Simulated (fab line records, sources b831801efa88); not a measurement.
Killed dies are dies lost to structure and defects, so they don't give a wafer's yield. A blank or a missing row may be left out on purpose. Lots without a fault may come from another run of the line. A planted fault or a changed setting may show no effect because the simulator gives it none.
fab line records | flow sky130
record lots=5 wafers=15 last_day=49
route steps=708 shown METAL2@491 VIA2@507 METAL3@532 PAD_OPEN@708
lots that met no fault: from a run of the same line without faults
start_h: hours from the record's first day to the start of the lot's first wafer shown | wait_h: hours since the lot's step before | " the same as in the row above | L1.1+2: a row that stands for several wafers | - no value, or no start given | * or withheld: withheld | < > ~ a bound
route shown NAME@n: a module of which the file shows steps, and the number in the route of the first | usual: mean/standard deviation of fault-free wafers | same: alike in all rows | chamber/n: place in a boat | sites: the reading at each site | _std_site: their standard deviation | _edge_site: outer sites' mean less inner sites' | radius_mm: how far each site lies from the wafer's centre | mask NAME#n: copy n | behind: the tool/chamber that last shaped the wafer | hold: why the lot was held/for how many hours/how that ended | device: the transistor (n, p or np) that didn't switch | end of line: the same wafers' tests at the end of the route | a step without rows: its recipe alone | killed: dies lost to structure and defects at the first sort, not the wafer's yield | map: a wafer's dies, x killed, . not, _ none there
set.NAME: the setting as run; set.NAME@STEP: as run at that earlier step | model.NAME: the simulator's own value behind a step, which no gauge read
lots at some steps of the route; a table a step, a row a wafer
services: from which hour (start_h, from the record's first day; less than 0 if before it) a tool's chamber was out of use, for how many hours, and why
## steps
# step SKY_METAL2_HMDS_08
# recipe prime_time_s=60 prime_temp_c=120
# step SKY_METAL2_COAT_09
# recipe resist=BARC temp_c=withheld time_s=withheld spin_rpm=3000 resist_thk_nm=60
# step SKY_METAL2_COAT_10
# recipe resist=KrF-thick spin_rpm=3000 resist_thk_nm=450
# step SKY_METAL2_SOFTBAKE_11
# recipe temp_c=100 time_s=90 resist=KrF-thick
# step SKY_METAL2_EXPOSE_12
# recipe mask_id=MM2 na=0.8 source_shape=annular sigma_inner=0.55 sigma_outer=0.85 target_cd_nm=140 dose_mj=28
# step SKY_METAL2_PEB_13
# recipe peb_temp_c=withheld peb_time_s=withheld resist=KrF-thick
# step SKY_METAL2_DEVELOP_14
# recipe develop_time_s=60 resist=KrF-thick dev_temp_c=21
# step SKY_METAL2_CD_MEAS_15
# recipe target_cd_nm=140
# usual cd_nm=140.2/1.9
# columns lot.wafer tool chamber start_h wait_h cd_nm
L778.1 cd_sem-01 - 838.92 - 138.3
L778.5 " - " " 138.3
L778.6 " - " " 138.2
L780.2 cd_sem-02 - 857.80 - 137.8
L780.3 " - " " 138.4
L780.4 " - " " 138.4
L789.1 cd_sem-01 - 915.81 - 139.8
L789.3 " - " " 139.7
L789.5 " - " " 138.9
L791.1 cd_sem-01 - 939.27 - 139.6
L791.4 " - " " 140.5
L791.5 " - " " 141.3
L793.3 cd_sem-02 - 955.05 - 141.5
L793.4 " - " " 140.7
L793.5 " - " " 142.9
# step SKY_METAL2_OVL_MEAS_16
# usual METAL2_OVL=0/4.6
# columns lot.wafer tool chamber start_h wait_h METAL2_OVL[nm]
L778.1 overlay-02 - 839.04 0.1 0
L778.5 " - " " 0
L778.6 " - " " -5
L780.2 overlay-01 - 857.90 0.1 4
L780.3 " - " " 5
L780.4 " - " " -1
L789.1 overlay-02 - 915.93 0.1 -7
L789.3 " - " " -2
L789.5 " - " " -2
L791.1 overlay-02 - 939.39 0.1 1
L791.4 " - " " -10
L791.5 " - " " 0
L793.3 overlay-01 - 955.15 0.1 -3
L793.4 " - " " -6
L793.5 " - " " -1
# step SKY_METAL2_DESCUM_17
# recipe chemistry=O2 source_power_w=150 bias_power_w=0 pressure_mtorr=10 temp_c=40 time_s=8
# step SKY_METAL2_ETCH_18
# recipe chemistry=N2/H2 target=BARC ion_energy_ev=200 bias_w=100 pressure_mtorr=30 n2_flow_sccm=100 h2_flow_sccm=200 icp_w=500 stop_on=SiO2 time_s=45.9 target_depth_a=600
# usual drypump_motor_current_A=6.0/0.34 n2_flow_sccm=99.97/0.27 oes_product_au=0.855/0.0041 throttle_valve_pct=13.225/0.0094
# same time_s=45.9
# columns lot.wafer tool chamber start_h wait_h drypump_motor_current_A n2_flow_sccm oes_product_au rf_hours_counter_h throttle_valve_pct
L778.1 rie_metal-04 1 839.10 0.0 5.6 100.15 0.858 6 13.242
L778.5 " 1 " " 5.6 99.85 0.854 - 13.234
L778.6 " 0 " " 5.3 100.03 0.855 - 13.239
L780.2 rie_metal-01 1 857.96 0.0 6.3 100.24 0.853 9 13.209
L780.3 " 0 " " 6.0 100.38 0.851 - 13.229
L780.4 " 1 " " 6.3 99.92 0.854 - 13.220
L789.1 rie_metal-04 0 916.00 0.0 5.3 99.98 0.858 13 13.241
L789.3 " 1 " " 5.6 99.77 0.849 - 13.229
L789.5 " 0 " " 5.3 99.72 0.862 - 13.220
L791.1 rie_metal-01 0 939.45 0.0 6.0 99.85 0.855 0 13.230
L791.4 " 1 " " 6.3 99.58 0.859 - 13.219
L791.5 " 1 " " 6.4 99.96 0.856 - 13.219
L793.3 rie_metal-01 0 955.22 0.0 5.9 100.47 0.860 - 13.223
L793.4 " 1 " " 6.3 100.17 0.854 - 13.221
L793.5 " 0 " " 6.0 100.19 0.855 - 13.241
# step SKY_METAL2_METAL_ETCH_19
# recipe target_depth_a=3600 stop_on=SiO2 over_etch_frac=0.3 time_s=78 chemistry=Cl2/BCl3 resist_sidewall_deg=88 pressure_mtorr=10 icp_w=900 bias_w=48.5 Cl2_flow_sccm=60 bcl3_flow_sccm=30
# step SKY_METAL2_STRIP_20
# recipe chemistry=O2/N2 power_w=1400 pressure_mtorr=1500 platen_temp_c=withheld o2_flow_sccm=3000 n2_flow_sccm=300 overash_fraction=0.5
# usual drypump_motor_current_A=5.4/0.38 n2_flow_sccm=299.8/0.81 oes_product_au=0.344/0.005 strip_time_to_endpoint_s=2.72/0.035
# same overash_fraction=0.5
# columns lot.wafer tool chamber start_h wait_h drypump_motor_current_A n2_flow_sccm oes_product_au rf_hours_counter_h strip_time_to_endpoint_s
L778.1 plasma_asher-03 1 839.26 0.1 5.4 300.6 0.336 9 2.74
L778.5 " 1 " " 5.3 299.6 0.350 - 2.74
L778.6 " 0 " " 6.1 299.0 0.338 - 2.70
L780.2 plasma_asher-04 0 858.12 0.1 5.1 299.7 0.351 68 2.77
L780.3 " 1 " " 5.4 300.6 0.339 - 2.68
L780.4 " 0 " " 5.1 298.8 0.346 - 2.73
L789.1 plasma_asher-03 1 916.16 0.1 5.3 298.4 0.346 15 2.70
L789.3 " 0 " " 6.1 300.2 0.338 - 2.68
L789.5 " 0 " " 6.1 298.7 0.340 - 2.67
L791.1 plasma_asher-04 1 939.61 0.1 5.4 299.3 0.341 76 2.71
L791.4 " 1 " " 5.4 299.2 0.350 - 2.75
L791.5 " 0 " " 5.1 301.3 0.354 - 2.75
L793.3 plasma_asher-02 1 955.39 0.1 5.7 299.7 0.335 - 2.69
L793.4 " 0 " " 4.9 298.9 0.346 - 2.72
L793.5 " 0 " " 5.0 300.9 0.337 - 2.70
# step SKY_METAL2_STRIP_21
# recipe chemistry=post_etch_residue_remover time_s=1200 temp_c=72.5
# step SKY_METAL2_CLEAN_22
# recipe chemistry=IPA time_s=180 temp_c=25
# step SKY_METAL2_CLEAN_23
# recipe chemistry=O3/DIW dry=n2_spin
# step SKY_VIA2_HDPCVD_00
# recipe material=SiO2 target_thk_nm=1180 sigma_open_frac=0.3 time_s=196.7 temp_c=400 sih4_flow_sccm=60 pressure_mtorr=6
# step SKY_VIA2_THK_MEAS_01
# recipe reads=SiO2_of_VIA2_HDPCVD_00
# usual VIA2_HDPCVD_THK=1177/10
# columns lot.wafer tool chamber start_h wait_h VIA2_HDPCVD_THK[nm]
L778.1 film_metro-04 - 840.41 0.1 1184
L778.5 " - " " 1179
L778.6 " - " " 1174
L780.2 film_metro-03 - 859.20 0.1 1178
L780.3 " - " " 1181
L780.4 " - " " 1192
L789.1 film_metro-04 - 916.88 0.1 1182
L789.3 " - " " 1186
L789.5 " - " " 1182
L791.1 film_metro-03 - 940.33 0.1 1169
L791.4 " - " " 1172
L791.5 " - " " 1179
L793.3 film_metro-03 - 956.16 0.1 1171
L793.4 " - " " 1164
L793.5 " - " " 1191
# step SKY_VIA2_CMP_02
# recipe material=SiO2 down_force_psi=4 platen_rpm=60 pad_velocity_m_s=0.94248
# usual edge_zone_pressure_frac=1.000/0.0048 motor_current_A=11.2/0.64 slurry_flow_ml_min=150.0/0.46
# columns lot.wafer tool chamber start_h wait_h edge_zone_pressure_frac motor_current_A slurry_flow_ml_min
L778.1 cmp-02 3 840.52 0.1 0.997 11.3 150.6
L778.6 " 2 " " 0.995 11.8 150.1
L778.5 " 3 " " 0.998 11.3 150.7
L780.3 cmp-01 1 859.25 0.0 1.001 10.7 150.0
L780.4 " 3 " " 1.002 12.2 150.4
L780.2 " 0 " " 0.995 12.3 149.6
L789.1 cmp-02 0 917.04 0.1 1.006 10.2 150.3
L789.3 " 1 " " 1.006 10.9 150.1
L789.5 " 2 " " 0.993 11.1 150.9
L791.4 cmp-01 0 940.39 0.0 0.994 12.0 150.6
L791.1 " 3 " " 0.999 12.2 149.0
L791.5 " 1 " " 1.003 10.8 150.2
L793.3 cmp-01 0 956.30 0.1 0.998 12.0 149.2
L793.4 " 1 " " 1.005 10.0 149.5
L793.5 " 3 " " 1.001 11.8 149.9
# step SKY_VIA2_BOW_MEAS_03
# recipe mode=bow
# usual VIA2_BOW=85/7.7
# columns lot.wafer tool chamber start_h wait_h VIA2_BOW[um]
L778.1 film_metro-01 - 840.77 0.2 75
L778.5 " - " " 78
L778.6 " - " " 77
L780.2 film_metro-04 - 859.57 0.1 89
L780.3 " - " " 79
L780.4 " - " " 91
L789.1 film_metro-01 - 917.24 0.1 81
L789.3 " - " " 86
L789.5 " - " " 88
L791.1 film_metro-04 - 940.69 0.1 78
L791.4 " - " " 92
L791.5 " - " " 84
L793.3 film_metro-04 - 956.54 0.2 88
L793.4 " - " " 88
L793.5 " - " " 99
# step SKY_VIA2_DEHYDRATE_04
# recipe temp_c=200 time_s=60
# step SKY_VIA2_HMDS_05
# recipe prime_time_s=60 prime_temp_c=120
# step SKY_VIA2_COAT_06
# recipe resist=BARC temp_c=withheld time_s=withheld spin_rpm=3000 resist_thk_nm=60
# step SKY_VIA2_COAT_07
# recipe resist=KrF-thick spin_rpm=3000 resist_thk_nm=450
# step SKY_VIA2_SOFTBAKE_08
# recipe temp_c=100 time_s=90 resist=KrF-thick
# step SKY_VIA2_EXPOSE_09
# recipe mask_id=VIM2 na=0.8 source_shape=annular sigma_inner=0.55 sigma_outer=0.85 target_cd_nm=200 dose_mj=38
# step SKY_VIA2_PEB_10
# recipe peb_temp_c=withheld peb_time_s=withheld resist=KrF-thick
# step SKY_VIA2_DEVELOP_11
# recipe develop_time_s=60 resist=KrF-thick dev_temp_c=21
# step SKY_VIA2_CD_MEAS_12
# recipe target_cd_nm=200
# usual cd_nm=200.1/1.4
# columns lot.wafer tool chamber start_h wait_h cd_nm
L778.1 cd_sem-01 - 866.12 - 199.2
L778.5 " - " " 197.8
L778.6 " - " " 200.3
L780.2 cd_sem-02 - 885.53 - 199.8
L780.3 " - " " 199.2
L780.4 " - " " 200.8
L789.1 cd_sem-01 - 942.31 - 200.2
L789.3 " - " " 200.8
L789.5 " - " " 199.0
L791.1 cd_sem-02 - 964.91 - 201.5
L791.4 " - " " 200.5
L791.5 " - " " 199.8
L793.3 cd_sem-01 - 979.90 - 197.6
L793.4 " - " " 199.4
L793.5 " - " " 199.3
# step SKY_VIA2_OVL_MEAS_13
# usual VIA2_OVL=6/5.7
# columns lot.wafer tool chamber start_h wait_h VIA2_OVL[nm]
L778.1 overlay-02 - 866.24 0.1 4
L778.5 " - " " 9
L778.6 " - " " 5
L780.2 overlay-02 - 885.64 0.1 1
L780.3 " - " " -4
L780.4 " - " " 3
L789.1 overlay-01 - 942.43 0.1 10
L789.3 " - " " 10
L789.5 " - " " 11
L791.1 overlay-02 - 965.03 0.1 9
L791.4 " - " " 5
L791.5 " - " " 4
L793.3 overlay-01 - 979.99 0.1 10
L793.4 " - " " 9
L793.5 " - " " 1
# step SKY_VIA2_ETCH_14
# recipe chemistry=N2/H2 target=BARC ion_energy_ev=200 source_w=500 bias_w=100 pressure_mtorr=30 n2_flow_sccm=100 h2_flow_sccm=200 stop_on=SiO2 time_s=45.9 target_depth_a=600
# step SKY_VIA2_ETCH_15
# recipe target=SiO2 chemistry=C4F8/O2/Ar target_depth_nm=546 stop_on=TiN mask_material=KrF-thick source_w=1500 bias_w=1200 pressure_mtorr=40 c4f8_flow_sccm=withheld O2_flow_sccm=6 Ar_flow_sccm=300 time_s=84
# step SKY_VIA2_STRIP_16
# recipe chemistry=O2/N2 power_w=1400 pressure_mtorr=1500 platen_temp_c=withheld o2_flow_sccm=3000 n2_flow_sccm=300 overash_fraction=0.5
# step SKY_VIA2_STRIP_17
# recipe chemistry=post_etch_residue_remover time_s=1200 temp_c=72.5
# step SKY_VIA2_CLEAN_18
# recipe chemistry=IPA time_s=180 temp_c=25
# step SKY_VIA2_CLEAN_19
# recipe chemistry=O3/DIW dry=n2_spin
# step SKY_VIA2_SPUTTER_20
# recipe material=TiN target_thk_nm=20 chamber_pressure_pa=5 power_w=4000 time_s=80
# usual throttle_valve_pct=30.1/0.97
# same time_s=80
# columns lot.wafer tool chamber start_h wait_h throttle_valve_pct
L778.1 pvd_sputter-01 - 867.07 0.0 31.6
L778.5 " - " " 29.9
L778.6 " - " " 31.3
L780.2 pvd_sputter-01 - 886.41 0.0 30.9
L780.3 " - " " 29.8
L780.4 " - " " 31.5
L789.1 pvd_sputter-04 - 943.27 0.0 29.3
L789.3 " - " " 28.7
L789.5 " - " " 30.6
L791.1 pvd_sputter-02 - 966.17 0.0 28.6
L791.4 " - " " 30.1
L791.5 " - " " 28.4
L793.3 pvd_sputter-01 - 980.76 0.0 31.6
L793.4 " - " " 31.2
L793.5 " - " " 29.9
# step SKY_VIA2_CVD_21
# recipe material=W target_thk_nm=420 time_s=126.4 temp_c=400 pressure_torr=40
# step SKY_VIA2_RS_MEAS_22
# recipe thk_meas_gauge=four-point-probe reads=W_of_VIA2_CVD_21+TiN_of_VIA2_SPUTTER_20
# usual VIA2_W_RS=0.2736/0.0023
# columns lot.wafer tool chamber start_h wait_h VIA2_W_RS[ohm/sq]
L778.1 film_metro-01 - 867.26 0.1 0.2722
L778.5 " - " " 0.2737
L778.6 " - " " 0.2759
L780.2 film_metro-01 - 886.62 0.1 0.2701
L780.3 " - " " 0.2706
L780.4 " - " " 0.2715
L789.1 film_metro-01 - 943.46 0.1 0.2754
L789.3 " - " " 0.2768
L789.5 " - " " 0.2741
L791.1 film_metro-03 - 966.42 0.1 0.2759
L791.4 " - " " 0.2717
L791.5 " - " " 0.2746
L793.3 film_metro-01 - 980.99 0.1 0.2713
L793.4 " - " " 0.2744
L793.5 " - " " 0.2721
# step SKY_VIA2_THK_MEAS_23
# recipe thk_meas_gauge=xrf reads=W_of_VIA2_CVD_21
# usual VIA2_W_THK=430/6.5
# columns lot.wafer tool chamber start_h wait_h VIA2_W_THK[nm]
L778.1 film_metro-01 - 867.38 0.1 434
L778.5 " - " " 427
L778.6 " - " " 424
L780.2 film_metro-01 - 886.73 0.1 438
L780.3 " - " " 438
L780.4 " - " " 437
L789.1 film_metro-01 - 943.58 0.1 425
L789.3 " - " " 421
L789.5 " - " " 426
L791.1 film_metro-03 - 966.54 0.1 414
L791.4 " - " " 423
L791.5 " - " " 414
L793.3 film_metro-01 - 981.09 0.1 437
L793.4 " - " " 431
L793.5 " - " " 438
# step SKY_VIA2_CMP_24
# recipe stop_on=SiO2 t_overpolish_s=20 down_force_psi=3.5 platen_rpm=60 target_thk_nm=0 pad_velocity_m_s=0.94248
# usual edge_zone_pressure_frac=1.000/0.0054 motor_current_A=10.3/0.62 overpolish_run_s=20.001/0.0081 slurry_flow_ml_min=150.1/0.5 time_to_endpoint_s=101/3
# columns lot.wafer tool chamber start_h wait_h edge_zone_pressure_frac motor_current_A overpolish_run_s slurry_flow_ml_min time_to_endpoint_s
L778.1 cmp-01 0 867.60 0.2 1.007 10.7 19.997 150.2 104
L778.5 " 1 " " 1.004 9.6 20.002 150.2 104
L778.6 " 2 " " 1.000 9.7 20.003 149.8 99
L780.3 cmp-01 0 886.78 0.0 1.000 11.0 19.990 150.3 100
L780.4 " 1 " " 0.999 9.7 20.005 150.6 101
L780.2 " 2 " " 1.004 10.4 20.009 150.3 96
L789.1 cmp-02 0 943.64 0.1 0.997 9.6 20.010 149.8 99
L789.3 " 1 " " 1.004 10.1 20.005 150.1 97
L789.5 " 0 " " 0.992 9.4 19.997 150.0 102
L791.4 cmp-01 1 966.65 0.1 1.000 9.5 20.023 150.2 102
L791.1 " 3 " " 1.001 10.9 19.999 150.3 104
L791.5 " 0 " " 1.002 11.2 19.984 149.1 100
L793.4 cmp-01 0 981.13 0.0 1.001 11.1 20.009 150.0 97
L793.3 " 3 " " 1.000 10.8 19.996 149.3 105
L793.5 " 1 " " 1.011 9.2 20.002 150.1 99
# step SKY_METAL3_SPUTTER_00
# recipe material=Ti target_thk_nm=15 power_w=3000 time_s=10 chamber_pressure_pa=0.4
# usual throttle_valve_pct=30.0/0.91
# same time_s=10
# columns lot.wafer tool chamber start_h wait_h throttle_valve_pct
L778.1 pvd_sputter-04 - 867.75 0.1 29.7
L778.5 " - " " 28.7
L778.6 " - " " 29.9
L780.2 pvd_sputter-03 - 887.08 0.1 30.3
L780.3 " - " " 28.5
L780.4 " - " " 30.0
L789.1 pvd_sputter-03 - 943.94 0.2 28.3
L789.3 " - " " 30.2
L789.5 " - " " 30.1
L791.1 pvd_sputter-04 - 966.90 0.1 30.6
L791.4 " - " " 28.5
L791.5 " - " " 31.3
L793.3 pvd_sputter-01 - 981.43 0.1 30.1
L793.4 " - " " 31.2
L793.5 " - " " 29.9
# step SKY_PAD_OPEN_PROBE_99
# usual defect_limited_yield=82.4/2.1 killed_at_M0_to_M3=44/7.3 killed_at_M4_up=3.0/1.9 killed_at_contacts=24/5 killed_at_front_end=16/4.5 killed_at_other=0.3/0.46 killed_dies=87/10 killed_on_rim=17/3.5 killed_open=47/8.3 killed_short=39/6.4 sort_bin_3_pad_short=0.8/0.43 sort_bin_5_function=10.5/1.6 sort_bin_6_memory=6.3/1.1 sort_n_pass=405/10 sort_yield_pct=82.4/2.1
# same gross_dies=492 killed_at_back_side=0 sort_bin_4_leakage[%]=0 sort_bin_8_speed[%]=0
# columns lot.wafer tool chamber start_h wait_h defect_limited_yield[%] killed_at_M0_to_M3 killed_at_M4_up killed_at_contacts killed_at_front_end killed_at_other killed_dies killed_on_rim killed_open killed_short sort_bin_3_pad_short[%] sort_bin_5_function[%] sort_bin_6_memory[%] sort_n_pass sort_yield_pct[%] model.etest.tester.sort_n_pass model.etest.tester.sort_yield_pct model.etest.tester.sort_bin_5_pct model.etest.tester.sort_bin_3_pct
L778.1 prober-02 - 1090.13 0.1 84.6 38 4 25 9 0 76 12 37 39 0.4 9.3 5.7 416 84.6 416 84.55 9.35 0.4065
L778.5 prober-02 - 1090.33 0.2 82.9 44 0 27 13 0 84 19 48 36 0.6 11.6 4.9 408 82.9 408 82.93 11.59 0.6098
L778.6 prober-02 - 1090.38 0.2 81.1 46 0 30 17 0 93 21 53 40 0.8 11.0 7.1 399 81.1 399 81.1 10.98 0.813
L780.2 prober-02 - 1105.28 0.1 79.9 52 1 27 19 0 99 14 59 40 1.0 12.0 7.1 393 79.9 393 79.88 11.99 1.016
L780.3 prober-02 - 1105.33 0.2 82.5 46 0 30 10 0 86 21 49 37 0.8 9.6 7.1 406 82.5 406 82.52 9.553 0.813
L780.4 prober-02 - 1105.38 0.2 83.7 41 4 25 8 2 80 12 48 32 0.6 9.8 5.9 412 83.7 412 83.74 9.756 0.6098
L789.1 prober-02 - 1149.18 0.1 84.1 41 1 26 9 1 78 20 45 33 1.4 8.7 5.7 414 84.1 414 84.15 8.74 1.423
L789.3 prober-02 - 1149.28 0.2 80.3 47 4 33 13 0 97 21 61 36 0.2 12.2 7.3 395 80.3 395 80.28 12.2 0.2033
L789.5 prober-02 - 1149.38 0.2 80.7 49 8 18 19 1 95 20 50 45 0.4 11.2 7.7 397 80.7 397 80.69 11.18 0.4065
L791.1 prober-01 - 1166.23 0.1 81.5 49 4 23 14 1 91 17 42 49 1.0 11.8 5.7 401 81.5 401 81.5 11.79 1.016
L791.4 prober-01 - 1166.38 0.2 82.5 47 0 19 20 0 86 24 40 46 1.0 10.2 6.3 406 82.5 406 82.52 10.16 1.016
L791.5 prober-01 - 1166.43 0.2 78.7 59 2 32 12 0 105 28 46 38 1.6 13.0 6.7 387 78.7 387 78.66 13.01 1.626
L793.3 prober-01 - 1177.27 0.2 81.1 49 2 22 19 1 93 17 53 40 1.0 11.8 6.1 399 81.1 399 81.1 11.79 1.016
L793.4 prober-01 - 1177.32 0.2 84.1 43 1 21 13 0 78 15 36 42 1.4 8.9 5.5 414 84.1 414 84.15 8.943 1.423
L793.5 prober-01 - 1177.37 0.2 83.5 42 1 20 17 1 81 16 47 34 0.6 8.5 7.3 411 83.5 411 83.54 8.537 0.6098
# killed by level:class
L778.1 CONTACT:geometric_particle:open=9 VIA1:geometric_particle:open=8 CONTACT:geometric_particle:short=6 METAL2:geometric_particle:short=6 VIA3:geometric_particle:open=6 LI_CONTACT:geometric_particle:open=5 VIA2:geometric_particle:open=5 POLY_GATE:geometric_particle:short=4
L778.5 CONTACT:geometric_particle:open=11 METAL1:geometric_particle:short=8 LI_CONTACT:geometric_particle:open=7 POLY_GATE:geometric_particle:open=6 VIA2:geometric_particle:open=6 VIA1:geometric_particle:open=6 METAL2:geometric_particle:short=6 LOCAL_INTERCONNECT:geometric_particle:short=5
L778.6 CONTACT:geometric_particle:open=17 METAL1:geometric_particle:short=9 VIA3:geometric_particle:open=8 VIA2:geometric_particle:open=7 FIELD_ISO:geometric_particle:short=6 LI_CONTACT:geometric_particle:open=6 VIA1:geometric_particle:short=6 VIA1:geometric_particle:open=5
L780.2 VIA1:geometric_particle:open=14 VIA3:geometric_particle:open=12 CONTACT:geometric_particle:open=9 LI_CONTACT:geometric_particle:open=9 FIELD_ISO:geometric_particle:short=6 POLY_GATE:geometric_particle:short=6 METAL1:geometric_particle:short=6 VIA2:geometric_particle:short=6
L780.3 VIA3:geometric_particle:open=11 CONTACT:geometric_particle:short=10 LI_CONTACT:geometric_particle:open=9 VIA1:geometric_particle:open=9 METAL2:geometric_particle:short=7 VIA2:geometric_particle:open=6 CONTACT:geometric_particle:open=6 METAL1:geometric_particle:short=4
L780.4 VIA1:geometric_particle:open=9 VIA2:geometric_particle:open=9 CONTACT:geometric_particle:open=9 LI_CONTACT:geometric_particle:open=8 VIA3:geometric_particle:open=6 CONTACT:geometric_particle:short=5 METAL1:geometric_particle:short=5 METAL2:geometric_particle:short=5
L789.1 CONTACT:geometric_particle:open=13 LI_CONTACT:geometric_particle:open=8 VIA2:geometric_particle:open=7 VIA1:geometric_particle:open=6 VIA3:geometric_particle:open=6 METAL2:geometric_particle:short=6 FIELD_ISO:geometric_particle:short=4 POLY_GATE:geometric_particle:short=4
L789.3 CONTACT:geometric_particle:open=15 LI_CONTACT:geometric_particle:open=10 VIA2:geometric_particle:open=8 VIA1:geometric_particle:open=7 VIA3:geometric_particle:open=7 VIA1:geometric_particle:short=5 METAL1:geometric_particle:short=4 METAL2:geometric_particle:short=4
L789.5 VIA1:geometric_particle:open=10 VIA1:geometric_particle:short=8 CONTACT:geometric_particle:open=8 VIA3:geometric_particle:open=7 POLY_GATE:geometric_particle:open=6 VIA2:geometric_particle:open=6 METAL4:geometric_particle:short=6 LI_CONTACT:geometric_particle:open=5
L791.1 METAL1:geometric_particle:short=12 VIA1:geometric_particle:open=8 LI_CONTACT:geometric_particle:open=6 VIA3:geometric_particle:open=6 POLY_GATE:geometric_particle:short=5 LOCAL_INTERCONNECT:geometric_particle:short=5 METAL2:geometric_particle:short=5 CONTACT:geometric_particle:open=4
L791.4 VIA3:geometric_particle:open=9 LI_CONTACT:geometric_particle:open=8 VIA1:geometric_particle:open=7 METAL1:geometric_particle:short=7 POLY_GATE:geometric_particle:short=6 VIA1:geometric_particle:short=6 FIELD_ISO:geometric_particle:short=5 METAL2:geometric_particle:short=5
L791.5 METAL2:unspecified=21 CONTACT:geometric_particle:open=12 LOCAL_INTERCONNECT:geometric_particle:short=10 VIA1:geometric_particle:open=7 POLY_GATE:geometric_particle:open=6 VIA2:geometric_particle:open=6 METAL1:geometric_particle:short=5 VIA3:geometric_particle:open=5
L793.3 CONTACT:geometric_particle:open=10 METAL1:geometric_particle:short=9 VIA1:geometric_particle:open=9 VIA2:geometric_particle:open=7 METAL3:geometric_particle:short=6 POLY_GATE:geometric_particle:open=5 LI_CONTACT:geometric_particle:open=5 LOCAL_INTERCONNECT:geometric_particle:short=5
L793.4 METAL2:geometric_particle:short=9 VIA1:geometric_particle:open=8 METAL1:geometric_particle:short=7 VIA2:geometric_particle:open=6 CONTACT:geometric_particle:open=6 LI_CONTACT:geometric_particle:open=5 CONTACT:geometric_particle:short=5 FIELD_ISO:geometric_particle:short=4
L793.5 CONTACT:geometric_particle:open=9 METAL2:geometric_particle:short=7 VIA1:geometric_particle:open=7 VIA3:geometric_particle:open=6 LI_CONTACT:geometric_particle:open=5 METAL1:geometric_particle:short=5 VIA2:geometric_particle:open=5 FIELD_ISO:geometric_particle:open=4
# map L791.5 (x killed, . not)
__________........x._________
________.x.x.........x_______
______xx............x..._____
_____.x......xx..........____
____.xxx............x..x..___
___...xx.....x.......x.....__
__...xx...x...........x...x._
_..x...........x.xx.xx.......
_.x.x.......................x
_x......xx.......x......x....
_....x.............xx.x......
_...x.......xx...........x...
_............................
_.......x.x......x....x......
_...x..x....x..xx........x...
__....x.xx..xx.x..x......xxx_
___.....x...x......x.xxxxxx__
____........x........xxxxx___
_____..xxx...........xxxx____
______x........x..x.xxxx_____
________......x.xxxxxx_______
__________xx.....x.._________
# map L780.2 (x killed, . not)
__________.xx...x..._________
________...x........x._______
______.........x.x......_____
_____....x.....x.........____
____...x..........x..xx...___
___...........x....x....xx.__
__x..x...xx.........x......._
_....x.x.x...x......x.x.....x
_..x..x...x..x...x...x....x..
_.x..........x..x.x..........
_x.....x.x.....xx...x..x..x..
_...x...x....xx....xx...xx...
_.....xx............x......x.
_..x.x..xx......x..xxxx.x..x.
_..x.......x...........x.....
__..x.........xx.x.....x...._
___.x.......x..............__
____x...x...x.x.xx....x...___
_____.x...............x..____
______...xx.......x....._____
________.xxxx.....xx.._______
__________.........._________
## services
# columns tool chamber start_h hours kind
cmp-01 - 836.08 3.1 repair
pvd_sputter-02 - 837.47 10.3 repair
pvd_sputter-04 - 843.62 0.5 repair
cmp-02 - 870.01 1.8 repair
plasma_asher-03 - 871.62 6.3 repair
plasma_asher-03 - 877.91 10.0 pm
pvd_sputter-02 - 880.16 4.3 repair
plasma_asher-03 - 889.36 1.4 repair
pvd_sputter-02 - 892.28 0.5 repair
rie_metal-01 - 905.46 13.4 repair
pvd_sputter-04 - 905.67 3.5 repair
plasma_asher-04 - 912.85 2.1 repair
cmp-01 - 915.50 4.0 pm
cmp-01 - 919.50 - consumable_replace:conditioner
cmp-01 - 919.50 - consumable_replace:pad
pvd_sputter-02 - 919.71 5.0 repair
pvd_sputter-04 - 923.89 1.2 repair
cmp-01 - 930.78 3.3 repair
plasma_asher-04 - 934.71 3.2 repair
pvd_sputter-02 - 938.01 8.6 repair
cmp-02 - 947.66 2.0 repair
rie_metal-04 0 963.45 5.2 repair
plasma_asher-02 - 974.25 0.9 repair
pvd_sputter-04 - 980.78 1.0 repair
## key
first_sign step=SKY_PAD_OPEN_PROBE_99 reading=killed_on_rim direction=up sigmas=3.2 usual=17 struck=28
effect none on later readings
model_effect step=SKY_PAD_OPEN_PROBE_99 value=etest.tester.sort_n_pass without=404 struck=387
met_at SKY_METAL2_STRIP_20
struck_wafers L791.5
onset_between 858.12 939.61
fault kind=chamber_particle_source tool=plasma_asher-04 chamber=0 onset_h=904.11 steps=SKY_METAL2_STRIP_20 rate_per_visit_cm2=0.55844 end_h=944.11
